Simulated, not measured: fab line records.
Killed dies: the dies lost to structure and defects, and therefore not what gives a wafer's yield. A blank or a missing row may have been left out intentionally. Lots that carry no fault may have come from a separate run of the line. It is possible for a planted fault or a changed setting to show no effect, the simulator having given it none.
What tool caused it? + flow gf180mcu + Sampling: 13 lots, 39 wafers, 5 of 602 route steps

WHAT THE GAUGES READ, wafer by wafer
GF_VT_IMPLANT_TW_MEAS_21.
| lot  | measured     | on            | VT_IMPLANT_2_TW |
|------|--------------|---------------|-----------------|
| L742 | day 6 07:16  | film metro-01 | 1225 1231 1232  |
| L743 | day 6 13:05  | film metro-04 | 1229 1222 1228  |
| L746 | day 7 10:17  | film metro-04 | 1217 1219 1218  |
| L747 | day 7 12:56  | film metro-04 | 1221 1218 1217  |
| L749 | day 8 00:20  | film metro-01 | 1227 1228 1232  |
| L753 | day 9 07:35  | film metro-01 | 1455 1454 1467  |
| L754 | day 10 00:17 | film metro-04 | 1444 1445 1447  |
| L756 | day 10 07:56 | film metro-03 | 1221 1228 1227  |
| L758 | day 10 18:44 | film metro-03 | 1225 1217 1219  |
| L759 | day 11 06:33 | film metro-04 | 1218 1215 1206  |
| L761 | day 11 14:45 | film metro-01 | 1235 1229 1230  |
| L762 | day 11 15:14 | film metro-01 | 1227 1234 1230  |
| L764 | day 12 05:45 | film metro-03 | 1231 1225 1226  |

GF_M1_THK_MEAS_06: measures by xrf.
| lot  | measured     | on            | M1_ALCU_THK (nm) |
|------|--------------|---------------|------------------|
| L742 | day 16 04:49 | film metro-01 | 450 449 452      |
| L743 | day 16 11:50 | film metro-04 | 454 454 455      |
| L746 | day 17 18:00 | film metro-04 | 460 469 465      |
| L747 | day 18 01:38 | film metro-01 | 460 470 455      |
| L749 | day 18 17:31 | film metro-03 | 449 451 460      |
| L753 | day 20 12:56 | film metro-01 | 449 453 451      |
| L754 | day 21 14:37 | film metro-01 | 452 454 448      |
| L756 | day 21 21:41 | film metro-03 | 449 448 449      |
| L758 | day 22 14:11 | film metro-01 | 448 444 450      |
| L759 | day 23 05:29 | film metro-04 | 453 460 459      |
| L761 | day 23 15:31 | film metro-03 | 460 460 453      |
| L762 | day 23 11:32 | film metro-04 | 456 461 457      |
| L764 | day 24 08:55 | film metro-04 | 464 459 460      |

GF_V1_BOW_MEAS_05.
| lot  | measured     | on            | V1_BOW (um) |
|------|--------------|---------------|-------------|
| L742 | day 17 03:59 | film metro-02 | 97 75 92    |
| L743 | day 17 11:20 | film metro-01 | 74 87 100   |
| L746 | day 18 19:35 | film metro-04 | 94 82 78    |
| L747 | day 19 02:51 | film metro-04 | 78 75 66    |
| L749 | day 19 19:13 | film metro-01 | 66 75 72    |
| L753 | day 21 14:03 | film metro-01 | 105 91 84   |
| L754 | day 22 15:31 | film metro-02 | 81 85 80    |
| L756 | day 22 22:02 | film metro-04 | 89 94 83    |
| L758 | day 23 14:14 | film metro-04 | 83 87 74    |
| L759 | day 24 04:38 | film metro-04 | 66 85 78    |
| L761 | day 24 14:55 | film metro-01 | 93 83 91    |
| L762 | day 24 12:14 | film metro-04 | 76 84 76    |
| L764 | day 25 08:12 | film metro-02 | 90 79 86    |

WHICH TOOL RAN EACH LOT (tool, then ch and the chambers of the sampled wafers, then the start)
| lot  | GF_VT_IMPLANT_IMPLANT_19        | GF_M1_STRIP_17                       |
|------|---------------------------------|--------------------------------------|
| L742 | implanter-04 ch 0, day 6 07:02  | plasma asher-04 ch 0,1, day 17 02:52 |
| L743 | implanter-02 ch 0, day 6 12:50  | plasma asher-02 ch 0,1, day 17 10:13 |
| L746 | implanter-01 ch 0, day 7 10:02  | plasma asher-04 ch 0,1, day 18 18:26 |
| L747 | implanter-02 ch 0, day 7 12:41  | plasma asher-02 ch 1, day 19 01:44   |
| L749 | implanter-01 ch 0, day 8 00:05  | plasma asher-03 ch 0,1, day 19 18:05 |
| L753 | implanter-01 ch 0, day 9 07:20  | plasma asher-02 ch 0,1, day 21 12:53 |
| L754 | implanter-01 ch 0, day 10 00:02 | plasma asher-02 ch 0, day 22 14:23   |
| L756 | implanter-04 ch 0, day 10 07:42 | plasma asher-03 ch 0,1, day 22 20:53 |
| L758 | implanter-02 ch 0, day 10 18:29 | plasma asher-03 ch 0,1, day 23 13:08 |
| L759 | implanter-04 ch 0, day 11 06:19 | plasma asher-04 ch 0,1, day 24 03:31 |
| L761 | implanter-04 ch 0, day 11 14:26 | plasma asher-02 ch 0,1, day 24 13:49 |
| L762 | implanter-02 ch 0, day 11 14:59 | plasma asher-04 ch 0,1, day 24 10:56 |
| L764 | implanter-04 ch 0, day 12 05:32 | plasma asher-04 ch 0,1, day 25 07:04 |
- GF_VT_IMPLANT_IMPLANT_19
- GF_M1_STRIP_17: strips in O2/N2.

AS READ BY THE TOOLS THEMSELVES (means over the sampled wafers that have a number; for cases with no such wafer, the mark the record gives instead)
GF_VT_IMPLANT_IMPLANT_19.
| lot  | tool         | dose ions cm2 | faraday current uA |
|------|--------------|---------------|--------------------|
| L742 | implanter-04 | 4.35e+12      | 24.5               |
| L743 | implanter-02 | 4.35e+12      | 24.2               |
| L746 | implanter-01 | 4.36e+12      | 23.8               |
| L747 | implanter-02 | 4.35e+12      | 24.4               |
| L749 | implanter-01 | 4.35e+12      | 24.5               |
| L753 | implanter-01 | 7.46e+12      | 42.9               |
| L754 | implanter-01 | 7.45e+12      | 42.6               |
| L756 | implanter-04 | 4.36e+12      | 24.4               |
| L758 | implanter-02 | 4.35e+12      | 24.2               |
| L759 | implanter-04 | 4.35e+12      | 24.5               |
| L761 | implanter-04 | 4.35e+12      | 24.9               |
| L762 | implanter-02 | 4.35e+12      | 25.0               |
| L764 | implanter-04 | 4.35e+12      | 23.9               |

GF_M1_STRIP_17.
| lot  | tool            | drypump motor current A (A) | heater power w (W) | oes product au (a.u.) | strip time to endpoint s (s) |
|------|-----------------|-----------------------------|--------------------|-----------------------|------------------------------|
| L742 | plasma asher-04 | 5.60                        | 357                | 0.545                 | 7.49                         |
| L743 | plasma asher-02 | 5.56                        | 295                | 0.534                 | 7.36                         |
| L746 | plasma asher-04 | 5.62                        | 359                | 0.539                 | 7.34                         |
| L747 | plasma asher-02 | 5.56                        | 258                | 0.534                 | 7.39                         |
| L749 | plasma asher-03 | 5.75                        | 355                | 0.548                 | 7.55                         |
| L753 | plasma asher-02 | 5.56                        | 316                | 0.535                 | 7.34                         |
| L754 | plasma asher-02 | 5.59                        | 339                | 0.536                 | 7.38                         |
| L756 | plasma asher-03 | 5.76                        | 357                | 0.536                 | 7.35                         |
| L758 | plasma asher-03 | 5.76                        | 354                | 0.540                 | 7.36                         |
| L759 | plasma asher-04 | 5.63                        | 363                | 0.541                 | 7.49                         |
| L761 | plasma asher-02 | 5.55                        | 289                | 0.536                 | 7.38                         |
| L762 | plasma asher-04 | 5.78                        | 371                | 0.539                 | 7.46                         |
| L764 | plasma asher-04 | 5.76                        | 370                | 0.539                 | 7.37                         |

THE ANSWER, worked out from the rows above alone
Rule: usual is defined by the lots themselves. The widest of any qualifying gaps counts: lots, ordered by their means at a reading, are off when they make up no more than a third of the lots, leave a main group of 4 or more, and stand apart from it by 3 or more times the standard deviation of that group's means. Not used: any main group whose means are identical at the precision the tables above print for the reading. A lot without any number at a reading at which 4 lots or more have one is off too. Where the step has rows for the other lots, those lots are counted as sound. Order of review: gauges by route order, followed by the tools' own readings, for which a lot's mean as printed above is used. At the first step where some lot is off, the reading lying furthest off is the one used; lots without a number count as furthest.
Off: L753, L754, at GF_VT_IMPLANT_TW_MEAS_21 (VT_IMPLANT_2_TW). The main group: mean 1224, standard deviation 5.7.
A tool fits if, at a process step before that reading, it ran every lot that is off, and no sound lot after the first of them. The gauges at GF_VT_IMPLANT_TW_MEAS_21 aren't tried: what is off there is off at GF_VT_IMPLANT_IMPLANT_19 too, on other tools, and a gauge's error can't cause that. One fits: GF_VT_IMPLANT_IMPLANT_19 on implanter-01. A fault onset in the window from L749 (day 8 00:05, its last sound lot) to L753 (day 9 07:20, its first lot off) fits.
The tool's own readings at GF_VT_IMPLANT_IMPLANT_19 bear it out: on the lots that are off they differ by more than 5 times the standard deviation of the sound lots' means. dose ions cm2 reads 7.46e+12 there against 4.35e+12 on the sound lots; faraday current uA reads 42.8 there against 24.4 on the sound lots.

WHAT WAS PUT IN BY THE SIMULATOR
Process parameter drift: implanter-01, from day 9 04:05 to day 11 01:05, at GF_VT_IMPLANT_IMPLANT_19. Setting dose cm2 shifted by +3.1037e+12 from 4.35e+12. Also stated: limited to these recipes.
Lots struck among those shown: L753, L754. The rule above reached the same finding.
